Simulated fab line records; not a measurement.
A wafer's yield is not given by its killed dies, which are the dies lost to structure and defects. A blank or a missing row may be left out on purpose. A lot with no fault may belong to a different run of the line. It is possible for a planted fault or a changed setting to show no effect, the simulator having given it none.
The tool behind it: which one? | flow sky130 | 72 wafers from 24 lots sampled at 6 of the route's 708 steps

== WHAT THE GAUGES SHOWED, per wafer ==
SKY_VIA2_THK_MEAS_23: measures by xrf. Usual: VIA2_W_THK typically reads 431 nm, with standard deviation 8.5.
lot  | measured     | on            | VIA2_W_THK (nm) | flag
L074 | day 36 08:15 | film_metro-01 | 426 425 421     |
L075 | day 36 14:18 | film_metro-01 | 423 429 419     |
L076 | day 36 17:36 | film_metro-04 | 429 425 427     |
L077 | day 37 04:10 | film_metro-04 | 416 411 414     |
L078 | day 37 17:48 | film_metro-03 | 424 429 426     |
L079 | day 37 20:55 | film_metro-04 | 421 423 419     |
L080 | day 38 12:05 | film_metro-04 | 439 433 430     |
L081 | day 38 13:36 | film_metro-01 | 426 433 426     |
L082 | day 38 19:37 | film_metro-03 | 428 435 434     |
L083 | day 39 09:43 | film_metro-03 | 437 440 443     |
L084 | day 39 16:01 | film_metro-03 | 431 428 439     |
L085 | day 39 19:25 | film_metro-03 | 430 435 436     |
L086 | day 40 06:35 | film_metro-04 | 433 438 422     |
L087 | day 40 11:44 | film_metro-04 | 428 432 441     |
L088 | day 40 15:25 | film_metro-03 | 439 436 430     |
L089 | day 41 01:49 | film_metro-01 | 431 430 428     |
L090 | day 41 09:56 | film_metro-03 | 435 442 445     |
L092 | day 41 20:26 | film_metro-01 | 445 432 456     |
L091 | day 42 00:11 | film_metro-03 | 436 430 440     |
L093 | day 42 04:30 | film_metro-01 | 437 434 437     |
L094 | day 42 08:02 | film_metro-01 | 429 429 430     |
L095 | day 42 15:38 | film_metro-04 | 435 431 434     |
L096 | day 42 20:52 | film_metro-04 | 419 426 422     |
L097 | day 43 03:16 | film_metro-01 | 452 448 442     |

SKY_VIA3_THK_MEAS_01. Usual: VIA3_HDPCVD_THK typically reads 1638 nm, with standard deviation 16.
lot  | measured     | on            | VIA3_HDPCVD_THK (nm) | flag
L074 | day 38 14:23 | film_metro-01 | 1668 1649 1671       |
L075 | day 38 19:58 | film_metro-04 | 1671 1682 1646       |
L076 | day 38 23:26 | film_metro-02 | 1632 1631 1639       |
L077 | day 39 09:02 | film_metro-04 | 1645 1654 1657       |
L078 | day 39 21:55 | film_metro-04 | 1647 1640 1648       |
L079 | day 40 01:20 | film_metro-02 | 1622 1652 1614       |
L080 | day 40 14:39 | film_metro-01 | 1647 1650 1648       |
L081 | day 40 16:32 | film_metro-02 | 1649 1645 1641       |
L082 | day 40 23:02 | film_metro-04 | 1656 1644 1644       |
L083 | day 41 11:40 | film_metro-04 | 1620 1639 1614       |
L084 | day 41 18:29 | film_metro-04 | 1623 1650 1625       |
L085 | day 41 20:43 | film_metro-04 | 1665 1665 1642       |
L086 | day 42 07:47 | film_metro-04 | 1624 1629 1632       |
L087 | day 42 13:26 | film_metro-01 | 1645 1629 1633       |
L088 | day 42 18:08 | film_metro-04 | 1611 1651 1637       |
L089 | day 43 04:01 | film_metro-01 | 1638 1650 1634       |
L090 | day 43 11:26 | film_metro-02 | 1644 1664 1633       |
L092 | day 43 21:42 | film_metro-02 | 1629 1627 1632       |
L091 | day 44 00:19 | film_metro-01 | 1637 1627 1623       |
L093 | day 44 05:01 | film_metro-04 | 1641 1626 1656       |
L094 | day 44 08:26 | film_metro-01 | 1635 1613 1640       |
L095 | day 44 16:14 | film_metro-01 | 1609 1626 1624       |
L096 | day 44 20:18 | film_metro-01 | 1610 1617 1593       |
L097 | day 45 02:28 | film_metro-01 | 1642 1618 1637       |

SKY_VIA4_RS_MEAS_19: measures by four-point-probe. Usual: VIA4_W_RS typically reads 0.2275 ohm/sq, with standard deviation 0.0024.
lot  | measured     | on            | VIA4_W_RS (ohm/sq)   | flag
L074 | day 42 20:00 | film_metro-04 | 0.2297 0.2279 0.2254 |
L075 | day 42 23:58 | film_metro-03 | 0.2314 0.2274 0.2300 |
L076 | day 43 05:17 | film_metro-01 | 0.2279 0.2254 0.2261 |
L077 | day 43 14:41 | film_metro-03 | 0.2299 0.2263 0.2299 |
L078 | day 44 01:40 | film_metro-04 | 0.2277 0.2232 0.2257 |
L079 | day 44 05:19 | film_metro-03 | 0.2271 0.2304 0.2283 |
L080 | day 44 17:28 | film_metro-01 | 0.2262 0.2253 0.2253 |
L081 | day 44 19:16 | film_metro-01 | 0.2273 0.2282 0.2285 |
L082 | day 44 23:56 | film_metro-01 | 0.2314 0.2319 0.2306 |
L083 | day 45 11:49 | film_metro-01 | 0.2264 0.2277 0.2255 |
L084 | day 45 18:32 | film_metro-04 | 0.2300 0.2285 0.2295 |
L085 | day 45 21:26 | film_metro-01 | 0.2277 0.2296 0.2291 |
L086 | day 46 04:16 | film_metro-01 | 0.2244 0.2274 0.2310 |
L087 | day 46 11:02 | film_metro-04 | 0.2269 0.2289 0.2304 |
L088 | day 46 15:40 | film_metro-03 | 0.2251 0.2273 0.2295 |
L089 | day 47 00:24 | film_metro-04 | 0.2245 0.2263 0.2268 |
L090 | day 47 04:44 | film_metro-03 | 0.2284 0.2328 0.2294 |
L092 | day 47 13:22 | film_metro-03 | 0.2259 0.2284 0.2272 |
L091 | day 47 17:14 | film_metro-03 | 0.2275 0.2248 0.2243 |
L093 | day 47 21:51 | film_metro-03 | 0.2276 0.2288 0.2247 |
L094 | day 47 23:14 | film_metro-01 | 0.2272 0.2275 0.2251 |
L095 | day 48 07:15 | film_metro-01 | 0.2262 0.2251 0.2240 |
L096 | day 48 11:04 | film_metro-04 | 0.2254 0.2245 0.2232 |
L097 | day 48 14:46 | film_metro-03 | 0.2261 0.2279 0.2245 |

== EACH LOT AND THE TOOL THAT RAN IT (in order: tool; ch and the chambers of the sampled wafers; start) ==
lot  | SKY_METAL3_ETCH_17                 | SKY_CAP2M_CVD_00                | SKY_VIA4_STRIP_13
L074 | rie_diel-03 ch 0,1,3, day 38 13:17 | pecvd-04 ch 0,2, day 39 16:34   | plasma_asher-03 ch 0,1, day 42 19:11
L075 | rie_diel-02 ch 2,3, day 38 18:55   | pecvd-01 ch 0,2, day 39 21:04   | plasma_asher-03 ch 0,1, day 42 23:08
L076 | rie_diel-02 ch 0,1,2, day 38 22:23 | pecvd-04 ch 0,2, day 40 02:27   | plasma_asher-03 ch 0,1, day 43 04:28
L077 | rie_diel-03 ch 0,2, day 39 08:05   | pecvd-01 ch 0,1,2, day 40 11:27 | plasma_asher-03 ch 0,1, day 43 13:53
L078 | rie_diel-02 ch 0,2,3, day 39 20:46 | pecvd-04 ch 0,2, day 41 00:02   | plasma_asher-03 ch 0,1, day 44 00:38
L079 | rie_diel-01 ch 2,3, day 40 00:13   | pecvd-04 ch 1,2, day 41 03:56   | plasma_asher-03 ch 0,1, day 44 04:30
L080 | rie_diel-02 ch 0,1,2, day 40 13:40 | pecvd-01 ch 0,2, day 41 17:29   | plasma_asher-02 ch 0,1, day 44 16:09
L081 | rie_diel-01 ch 2,3, day 40 15:34   | pecvd-03 ch 0,1, day 41 19:02   | plasma_asher-02 ch 1, day 44 17:57
L082 | rie_diel-03 ch 1,2, day 40 21:44   | pecvd-01 ch 0,1,2, day 42 00:58 | plasma_asher-02 ch 0, day 44 22:37
L083 | rie_diel-03 ch 0,1,3, day 41 10:40 | pecvd-01 ch 0,2, day 42 13:55   | plasma_asher-03 ch 0,1, day 45 11:00
L084 | rie_diel-01 ch 1,2, day 41 17:32   | pecvd-03 ch 0,1, day 42 20:11   | plasma_asher-03 ch 0,1, day 45 17:42
L085 | rie_diel-02 ch 0,1,2, day 41 19:46 | pecvd-01 ch 0,1,2, day 42 23:01 | plasma_asher-03 ch 0,1, day 45 20:36
L086 | rie_diel-03 ch 0,2,3, day 42 06:50 | pecvd-04 ch 0,1,2, day 43 09:04 | plasma_asher-04 ch 0,1, day 46 03:27
L087 | rie_diel-01 ch 2,3, day 42 12:28   | pecvd-03 ch 0,1, day 43 14:58   | plasma_asher-04 ch 0,1, day 46 10:13
L088 | rie_diel-03 ch 0,2,3, day 42 17:10 | pecvd-03 ch 0,1,2, day 43 19:49 | plasma_asher-03 ch 0, day 46 14:50
L089 | rie_diel-01 ch 1,2,3, day 43 03:02 | pecvd-03 ch 0,1,2, day 44 05:37 | plasma_asher-03 ch 0,1, day 46 23:31
L090 | rie_diel-01 ch 1,2,3, day 43 10:29 | pecvd-01 ch 0,1,2, day 44 11:30 | plasma_asher-02 ch 0,1, day 47 03:54
L092 | rie_diel-01 ch 0,3, day 43 20:43   | pecvd-04 ch 0,1,2, day 44 21:33 | plasma_asher-04 ch 0,1, day 47 12:26
L091 | rie_diel-03 ch 0,2,3, day 43 23:19 | pecvd-03 ch 0,1,2, day 45 00:04 | plasma_asher-02 ch 0,1, day 47 16:14
L093 | rie_diel-02 ch 0,1, day 44 04:04   | pecvd-04 ch 0,1, day 45 04:14   | plasma_asher-04 ch 0,1, day 47 20:57
L094 | rie_diel-01 ch 0,3, day 44 07:23   | pecvd-03 ch 0,1,2, day 45 08:26 | plasma_asher-02 ch 0,1, day 47 22:25
L095 | rie_diel-01 ch 2,3, day 44 14:59   | pecvd-03 ch 1,2, day 45 16:17   | plasma_asher-03 ch 0,1, day 48 06:27
L096 | rie_diel-01 ch 1,3, day 44 18:43   | pecvd-04 ch 1,2, day 45 20:14   | plasma_asher-02 ch 0,1, day 48 10:11
L097 | rie_diel-02 ch 0,3, day 45 01:25   | pecvd-03 ch 1,2, day 46 01:27   | plasma_asher-03 ch 0, day 48 13:54
- SKY_METAL3_ETCH_17: etches SiO2 in C4F8/O2/Ar, stops on TiN, time 3.9 s, target depth 15 nm.
- SKY_CAP2M_CVD_00: deposits SiO2, target thk 15.5 nm.
- SKY_VIA4_STRIP_13: strips in O2/N2.

== AS READ BY THE TOOLS THEMSELVES (means over the sampled wafers that have a number; for cases with no such wafer, the mark the record gives instead) ==
SKY_METAL3_ETCH_17. Usual: oes_product_au 0.755 a.u., standard deviation 0.0065.
lot  | tool        | oes_product_au (a.u.) | flag
L074 | rie_diel-03 | 0.759                 |
L075 | rie_diel-02 | 0.754                 |
L076 | rie_diel-02 | 0.750                 |
L077 | rie_diel-03 | 0.754                 |
L078 | rie_diel-02 | 0.755                 |
L079 | rie_diel-01 | 0.759                 |
L080 | rie_diel-02 | 0.753                 |
L081 | rie_diel-01 | 0.756                 |
L082 | rie_diel-03 | 0.752                 |
L083 | rie_diel-03 | 0.761                 |
L084 | rie_diel-01 | 0.754                 |
L085 | rie_diel-02 | 0.761                 |
L086 | rie_diel-03 | 0.750                 |
L087 | rie_diel-01 | 0.758                 |
L088 | rie_diel-03 | 0.752                 |
L089 | rie_diel-01 | 0.758                 |
L090 | rie_diel-01 | 0.748                 |
L092 | rie_diel-01 | 0.760                 |
L091 | rie_diel-03 | 0.751                 |
L093 | rie_diel-02 | 0.757                 |
L094 | rie_diel-01 | 0.757                 |
L095 | rie_diel-01 | 0.762                 |
L096 | rie_diel-01 | 0.746                 |
L097 | rie_diel-02 | 0.762                 |

SKY_CAP2M_CVD_00. Usual: heater_power_w 685 W, standard deviation 82.
lot  | tool     | heater_power_w (W) | flag
L074 | pecvd-04 | 682                |
L075 | pecvd-01 | 658                |
L076 | pecvd-04 | 739                |
L077 | pecvd-01 | 770                |
L078 | pecvd-04 | 672                |
L079 | pecvd-04 | 650                |
L080 | pecvd-01 | 667                |
L081 | pecvd-03 | 686                |
L082 | pecvd-01 | 723                |
L083 | pecvd-01 | 678                |
L084 | pecvd-03 | 594                |
L085 | pecvd-01 | 716                |
L086 | pecvd-04 | 697                |
L087 | pecvd-03 | 645                |
L088 | pecvd-03 | 696                |
L089 | pecvd-03 | 642                |
L090 | pecvd-01 | 730                |
L092 | pecvd-04 | 715                |
L091 | pecvd-03 | 641                |
L093 | pecvd-04 | 707                |
L094 | pecvd-03 | 588                |
L095 | pecvd-03 | 688                |
L096 | pecvd-04 | 698                |
L097 | pecvd-03 | 592                |

SKY_VIA4_STRIP_13. Usual: drypump_motor_current_A 5.9 A, standard deviation 0.46; o2_flow_sccm 3000 sccm, standard deviation 8.6; oes_product_au 0.710 a.u., standard deviation 0.0047; strip_time_to_endpoint_s 12.80 s, standard deviation 0.032.
lot  | tool            | drypump_motor_current_A (A) | o2_flow_sccm (sccm) | oes_product_au (a.u.) | strip_time_to_endpoint_s (s) | flag
L074 | plasma_asher-03 | 6.2                         | 2997                | 0.708                 | 12.72                        |
L075 | plasma_asher-03 | 6.3                         | 3000                | 0.715                 | 12.80                        |
L076 | plasma_asher-03 | 6.3                         | 2997                | 0.713                 | 12.84                        |
L077 | plasma_asher-03 | 6.4                         | 3005                | 0.710                 | 12.81                        |
L078 | plasma_asher-03 | 6.2                         | 2995                | 0.707                 | 12.80                        |
L079 | plasma_asher-03 | 6.2                         | 2996                | 0.711                 | 12.80                        |
L080 | plasma_asher-02 | 5.6                         | 2998                | 0.707                 | 12.81                        |
L081 | plasma_asher-02 | 5.5                         | 2996                | 0.712                 | 12.75                        |
L082 | plasma_asher-02 | 5.5                         | 2996                | 0.711                 | 12.79                        |
L083 | plasma_asher-03 | 6.2                         | 2994                | 0.709                 | 12.84                        |
L084 | plasma_asher-03 | 6.4                         | 3002                | 0.713                 | 12.77                        |
L085 | plasma_asher-03 | 6.2                         | 3003                | 0.711                 | 12.79                        |
L086 | plasma_asher-04 | 5.1                         | 3006                | 0.710                 | 12.79                        |
L087 | plasma_asher-04 | 5.3                         | 3002                | 0.710                 | 12.82                        |
L088 | plasma_asher-03 | 6.1                         | 2991                | 0.709                 | 12.80                        |
L089 | plasma_asher-03 | 6.2                         | 3004                | 0.706                 | 12.80                        |
L090 | plasma_asher-02 | 5.6                         | 2995                | 0.704                 | 12.78                        |
L092 | plasma_asher-04 | 5.1                         | 3010                | 0.713                 | 12.79                        |
L091 | plasma_asher-02 | 5.6                         | 2995                | 0.711                 | 12.81                        |
L093 | plasma_asher-04 | 5.1                         | 3004                | 0.712                 | 12.79                        |
L094 | plasma_asher-02 | 5.6                         | 3000                | 0.708                 | 12.80                        |
L095 | plasma_asher-03 | 6.3                         | 3001                | 0.709                 | 12.80                        |
L096 | plasma_asher-02 | 5.5                         | 2997                | 0.711                 | 12.88                        |
L097 | plasma_asher-03 | 6.1                         | 2987                | 0.710                 | 12.78                        |

== THE ANSWER, worked out from the rows above alone ==
Rule: a lot counts as off when the mean over its wafers that have a number is more than 3 standard deviations away from the usual mean. Also off: a lot with no number at a reading for which 4 or more lots have one. Any other lot the step has rows for is counted as sound. The gauges are gone through in route order, then the tools' own readings, and for those a lot's mean is taken as printed above. The first step at which some lot is off is used, and at that step the reading that is off furthest; a lot without a number counts as furthest.
None of the lots is off at any reading shown; this tells nothing.

== WHAT HAD BEEN PUT IN BY THE SIMULATOR ==
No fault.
